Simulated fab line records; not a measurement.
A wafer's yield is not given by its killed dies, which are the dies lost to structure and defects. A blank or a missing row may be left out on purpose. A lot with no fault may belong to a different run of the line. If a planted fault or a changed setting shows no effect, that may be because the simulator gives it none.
fab line records | flow gf180mcu
record: lots: 12 wafers: 36 last_day: 33
route steps=602 shown CONTACT@290 V1@337
lots with no fault: from the same line, run without faults
start_h: hours from the record's first day to the start of the lot's first wafer shown | wait_h: hours since the lot's step before | " repeats the value in the row above | L1.1+2: a single row standing in for several wafers | - no value present, or no start provided | * or withheld: withheld | < > ~ a bound
route shown NAME@n: names a module that has steps shown in the file, with the first one's number in the route | usual: mean and standard deviation over wafers with no fault | same: alike in all rows | chamber/n: place in a boat | sites: per-site readings | _std_site: their standard deviation | _edge_site: outer sites' mean less inner sites' | radius_mm: for every site, how far away it sits from the centre of the wafer | mask NAME#n: copy n | behind: the tool/chamber that last shaped the wafer | hold: cause of the lot's hold/its duration in hours/its outcome | device: which transistor (n, p or np) failed to switch | end of line: the tests these same wafers got at the end of their route | a step given without rows: its recipe and nothing more | killed: dies lost to structure and defects at the first sort, not the wafer's yield | map: dies across one wafer; x = killed, . = not, _ = none there
set.NAME: setting as actually run; set.NAME@STEP: the setting as run at that earlier step | model.NAME: the simulator's own value behind a step, which no gauge read
a sample of lots followed through the steps of the route, with each step as a table and each wafer as a row
services: when a tool's chamber went out of use (start_h, in hours from the record's first day, below 0 if earlier), for how many hours, and the reason
== steps ==
step: GF_CONTACT_THK_MEAS_03
recipe: reads: SiO2_of_CONTACT_CVD_02
usual: CONTACT_CVD_02_THK: 862/11
columns lot.wafer tool chamber start_h wait_h CONTACT_CVD_02_THK[nm]
L182.4 film_metro-03 - 350.52 0.0 856
L182.5 " - " " 870
L182.6 " - " " 859
L183.1 film_metro-02 - 361.34 0.0 883
L183.3 " - " " 868
L183.4 " - " " 880
L184.1 film_metro-02 - 369.99 0.0 860
L184.5 " - " " 873
L184.6 " - " " 867
L186.2 film_metro-02 - 382.62 0.0 851
L186.4 " - " " 875
L186.5 " - " " 869
L187.1 film_metro-03 - 388.72 0.0 853
L187.4 " - " " 871
L187.5 " - " " 865
L188.1 film_metro-03 - 399.15 0.0 861
L188.2 " - " " 863
L188.3 " - " " 862
L190.2 film_metro-03 - 414.40 0.0 851
L190.4 " - " " 863
L190.6 " - " " 874
L192.3 film_metro-01 - 431.58 0.1 855
L192.4 " - " " 867
L192.6 " - " " 878
L193.2 film_metro-01 - 431.71 0.0 846
L193.3 " - " " 849
L193.4 " - " " 860
L194.1 film_metro-02 - 457.13 0.0 860
L194.4 " - " " 871
L194.5 " - " " 870
L197.1 film_metro-01 - 479.51 0.0 860
L197.3 " - " " 861
L197.5 " - " " 880
L200.1 film_metro-02 - 515.44 0.0 857
L200.2 " - " " 853
L200.4 " - " " 864
step: GF_CONTACT_BOW_MEAS_05
recipe: mode: bow
usual: CONTACT_BOW: 66/6.5
columns lot.wafer tool chamber start_h wait_h CONTACT_BOW[um]
L182.4 film_metro-03 - 350.91 0.3 66
L182.5 " - " " 73
L182.6 " - " " 66
L183.1 film_metro-01 - 361.70 0.1 72
L183.3 " - " " 51
L183.4 " - " " 72
L184.1 film_metro-02 - 370.35 0.1 75
L184.5 " - " " 74
L184.6 " - " " 80
L186.2 film_metro-02 - 382.99 0.2 79
L186.4 " - " " 53
L186.5 " - " " 55
L187.1 film_metro-02 - 389.08 0.1 66
L187.4 " - " " 69
L187.5 " - " " 64
L188.1 film_metro-03 - 399.51 0.2 67
L188.2 " - " " 70
L188.3 " - " " 77
L190.2 film_metro-02 - 414.77 0.2 63
L190.4 " - " " 64
L190.6 " - " " 55
L192.3 film_metro-02 - 431.96 0.2 68
L192.4 " - " " 55
L192.6 " - " " 55
L193.2 film_metro-03 - 432.08 0.3 65
L193.3 " - " " 72
L193.4 " - " " 62
L194.1 film_metro-01 - 457.49 0.2 77
L194.4 " - " " 69
L194.5 " - " " 74
L197.1 film_metro-02 - 479.87 0.1 65
L197.3 " - " " 63
L197.5 " - " " 67
L200.1 film_metro-02 - 515.80 0.2 61
L200.2 " - " " 71
L200.4 " - " " 73
step: GF_V1_CVD_02
recipe: material: SiO2 target_thk_nm: 850 precursor: TEOS temp_c: 400 time_s: 94.851 rf_w: 600
usual: heater_power_w: 605/93 run_length_s: 122.7/0.55
columns lot.wafer tool chamber start_h wait_h heater_power_w run_length_s
L182.4 pecvd-04 0 396.90 0.1 595 122.8
L182.5 " 1 " " 610 122.9
L182.6 " 2 " " 712 122.3
L183.1 pecvd-02 0 409.13 0.1 852 123.3
L183.3 " 1 " " 489 122.3
L183.4 " 0 " " 893 123.0
L184.1 pecvd-04 2 417.60 0.1 678 122.3
L184.5 " 0 " " 535 122.5
L184.6 " 2 " " 564 122.5
L186.2 pecvd-04 2 431.17 0.0 642 122.7
L186.4 " 1 " " 632 123.2
L186.5 " 2 " " 685 122.5
L187.1 pecvd-01 0 436.88 0.1 625 123.9
L187.4 " 1 " " 581 122.5
L187.5 " 0 " " 652 123.7
L188.1 pecvd-04 2 448.28 0.1 651 123.0
L188.2 " 0 " " 569 122.8
L188.3 " 1 " " 606 122.4
L190.2 pecvd-04 0 464.07 0.0 570 123.2
L190.4 " 0 " " 604 122.7
L190.6 " 2 " " 706 122.3
L192.3 pecvd-04 2 482.25 0.0 665 122.5
L192.4 " 2 " " 707 122.3
L192.6 " 0 " " 549 122.6
L193.2 pecvd-01 0 482.92 0.0 680 123.6
L193.3 " 2 " " 497 122.6
L193.4 " 1 " " 495 122.2
L194.1 pecvd-01 0 507.58 0.1 648 123.8
L194.4 " 2 " " 501 122.8
L194.5 " 0 " " 667 123.8
L197.1 pecvd-01 2 528.93 0.1 490 136.1
L197.3 " 0 " " 640 123.2
L197.5 " 2 " " 503 122.6
L200.1 pecvd-01 0 563.36 0.1 652 137.0
L200.2 " 1 " " 517 122.5
L200.4 " 1 " " 569 135.5
step: GF_V1_THK_MEAS_03
recipe: reads: SiO2_of_V1_CVD_02
usual: V1_CVD_02_THK: 854/12
columns lot.wafer tool chamber start_h wait_h V1_CVD_02_THK[nm]
L182.4 film_metro-03 - 396.97 0.0 875
L182.5 " - " " 846
L182.6 " - " " 851
L183.1 film_metro-03 - 409.20 0.0 842
L183.3 " - " " 850
L183.4 " - " " 861
L184.1 film_metro-03 - 417.71 0.1 856
L184.5 " - " " 868
L184.6 " - " " 864
L186.2 film_metro-03 - 431.25 0.0 870
L186.4 " - " " 867
L186.5 " - " " 880
L187.1 film_metro-04 - 436.95 0.0 843
L187.4 " - " " 865
L187.5 " - " " 863
L188.1 film_metro-04 - 448.35 0.0 836
L188.2 " - " " 852
L188.3 " - " " 828
L190.2 film_metro-04 - 464.15 0.0 858
L190.4 " - " " 866
L190.6 " - " " 874
L192.3 film_metro-03 - 482.34 0.1 861
L192.4 " - " " 877
L192.6 " - " " 892
L193.2 film_metro-02 - 483.00 0.0 851
L193.3 " - " " 845
L193.4 " - " " 867
L194.1 film_metro-03 - 507.65 0.0 839
L194.4 " - " " 853
L194.5 " - " " 860
L197.1 film_metro-03 - 529.00 0.0 969
L197.3 " - " " 853
L197.5 " - " " 872
L200.1 film_metro-04 - 563.46 0.1 950
L200.2 " - " " 839
L200.4 " - " " 977
step: GF_V1_CMP_04
recipe: material: SiO2 down_force_psi: 4 platen_rpm: 60 pad_velocity_m_s: 0.94248
usual: motor_current_A: 11.4/0.82 time_to_endpoint_s: 79/6.3
columns lot.wafer tool chamber start_h wait_h motor_current_A time_to_endpoint_s
L182.4 cmp-02 1 397.00 0.0 12.0 93
L182.5 " 1 " " 12.4 80
L182.6 " 2 " " 10.9 80
L183.4 cmp-01 2 409.26 0.0 10.7 85
L183.1 " 0 " " 13.0 72
L183.3 " 1 " " 11.2 86
L184.1 cmp-01 2 417.87 0.1 10.6 77
L184.5 " 0 " " 12.4 76
L184.6 " 1 " " 11.8 84
L186.4 cmp-01 2 431.30 0.0 11.2 85
L186.2 " 0 " " 12.7 84
L186.5 " 2 " " 10.9 91
L187.1 cmp-02 0 437.11 0.1 11.9 73
L187.4 " 1 " " 12.5 83
L187.5 " 0 " " 11.6 74
L188.3 cmp-02 3 448.41 0.0 12.2 69
L188.1 " 0 " " 11.9 69
L188.2 " 1 " " 12.8 78
L190.2 cmp-02 1 464.25 0.1 12.5 83
L190.4 " 2 " " 10.5 87
L190.6 " 0 " " 11.8 89
L192.4 cmp-02 2 482.72 0.4 10.3 87
L192.3 " 3 " " 12.4 86
L192.6 " 2 " " 10.5 97
L193.4 cmp-02 1 483.32 0.3 12.2 86
L193.3 " 2 " " 10.8 77
L193.2 " 3 " " 11.7 77
L194.4 cmp-01 3 507.91 0.2 10.7 80
L194.1 " 0 " " 12.4 68
L194.5 " 3 " " 10.1 78
L197.1 cmp-02 3 529.06 0.1 12.4 120
L197.3 " 0 " " 11.7 79
L197.5 " 0 " " 11.9 84
L200.4 cmp-01 3 563.52 0.0 10.1 126
L200.1 " 1 " " 11.8 114
L200.2 " 2 " " 10.5 75
step: GF_V1_STRIP_18
recipe: chemistry: O2/N2 power_w: 1400 pressure_mtorr: 1500 platen_temp_c: 250 o2_flow_sccm: 3000 n2_flow_sccm: 300 overash_fraction: 0.5
usual: drypump_motor_current_A: 6.0/0.38 heater_power_w: 320/35 oes_product_au: 0.593/0.0053
columns lot.wafer tool chamber start_h wait_h drypump_motor_current_A heater_power_w oes_product_au rf_hours_counter_h
L182.4 plasma_asher-03 0 420.77 - 5.9 319 0.586 -
L182.5 " 0 " " 5.9 303 0.584 -
L182.6 " 1 " " 6.6 293 0.594 -
L183.1 plasma_asher-01 0 432.77 - 6.0 294 0.596 0
L183.3 " 1 " " 5.5 279 0.596 -
L183.4 " 0 " " 6.0 298 0.601 -
L184.1 plasma_asher-04 0 440.96 - 5.7 311 0.591 33
L184.5 " 0 " " 5.6 304 0.597 -
L184.6 " 1 " " 5.7 406 0.601 -
L186.2 plasma_asher-04 0 455.56 - 5.7 309 0.598 34
L186.4 " 0 " " 5.6 304 0.599 -
L186.5 " 1 " " 5.7 406 0.587 -
L187.1 plasma_asher-03 0 461.34 - 5.9 309 0.601 64
L187.4 " 1 " " 6.6 301 0.594 -
L187.5 " 1 " " 6.5 304 0.587 -
L188.1 plasma_asher-03 1 472.58 - 6.5 309 0.594 66
L188.2 " 0 " " 5.9 313 0.587 66
L188.3 " 1 " " 6.5 314 0.596 -
L190.2 plasma_asher-01 0 489.14 - 6.0 298 0.592 7
L190.4 " 1 " " 5.5 286 0.595 -
L190.6 " 0 " " 6.0 300 0.587 -
L192.3 plasma_asher-03 1 506.81 - 6.6 305 0.593 -
L192.4 " 0 " " 5.9 316 0.594 -
L192.6 " 1 " " 6.6 308 0.591 -
L193.2 plasma_asher-03 1 507.54 - 6.6 293 0.593 69
L193.3 " 1 " " 6.6 298 0.585 -
L193.4 " 0 " " 5.9 308 0.595 -
L194.1 plasma_asher-04 0 532.14 - 5.7 310 0.589 42
L194.4 " 0 " " 5.6 303 0.586 -
L194.5 " 1 " " 5.8 399 0.597 -
L197.1 plasma_asher-03 0 551.84 - 5.9 315 0.589 73
L197.3 " 1 " " 6.6 299 0.591 -
L197.5 " 0 " " 5.9 316 0.590 -
L200.1 plasma_asher-04 0 585.69 - 5.7 305 0.600 47
L200.2 " 1 " " 5.7 410 0.596 47
L200.4 " 1 " " 5.7 409 0.599 -
== services ==
columns tool chamber start_h hours kind
cmp-01 - 380.08 0.6 repair
pecvd-04 - 380.25 1.4 repair
cmp-02 - 391.84 0.5 repair
cmp-01 - 402.31 0.4 repair
cmp-01 - 404.17 4.0 pm
pecvd-04 - 409.83 1.4 repair
pecvd-04 1 412.36 6.3 repair
cmp-01 - 435.26 2.1 repair
plasma_asher-04 - 460.81 3.2 repair
cmp-01 - 466.13 4.2 pm
pecvd-01 0 474.56 4.2 repair
cmp-01 - 481.55 3.5 pm
pecvd-01 0 485.99 20.8 repair
plasma_asher-04 - 486.05 1.5 repair
pecvd-04 - 496.98 0.6 repair
cmp-01 - 497.84 1.7 repair
plasma_asher-03 - 515.06 2.8 pm
cmp-02 - 532.18 1.6 repair
pecvd-04 - 544.89 0.3 repair
cmp-01 - 550.66 3.8 repair
cmp-02 - 556.84 0.8 repair
cmp-02 - 558.09 3.1 repair
cmp-02 - 572.00 4.0 pm
cmp-02 - 584.89 6.6 pm
== key ==
first_sign: step: GF_V1_CVD_02 reading: run_length_s direction: up sigmas: 25 usual: * struck: *
effect: step: GF_V1_THK_MEAS_03 reading: V1_CVD_02_THK direction: up sigmas: 9.4 usual: 854 struck: 965
effect: step: GF_V1_CMP_04 reading: time_to_endpoint_s direction: up sigmas: 6.4 usual: * struck: *
met_at GF_V1_CVD_02
struck_lots L197,L200
struck_wafers L197.1,L200.1,L200.4
not_acting_at GF_CONTACT_THK_MEAS_03,GF_CONTACT_BOW_MEAS_05,GF_V1_STRIP_18
onset_between 507.58 528.93
fault: kind: process_parameter_drift tool: pecvd-01 chamber: - onset_h: 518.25 steps: GF_V1_CVD_02 channel: time_s offset: * shape: step end_h: 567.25 scope: struck_wafers_only acts_in: * stated: *
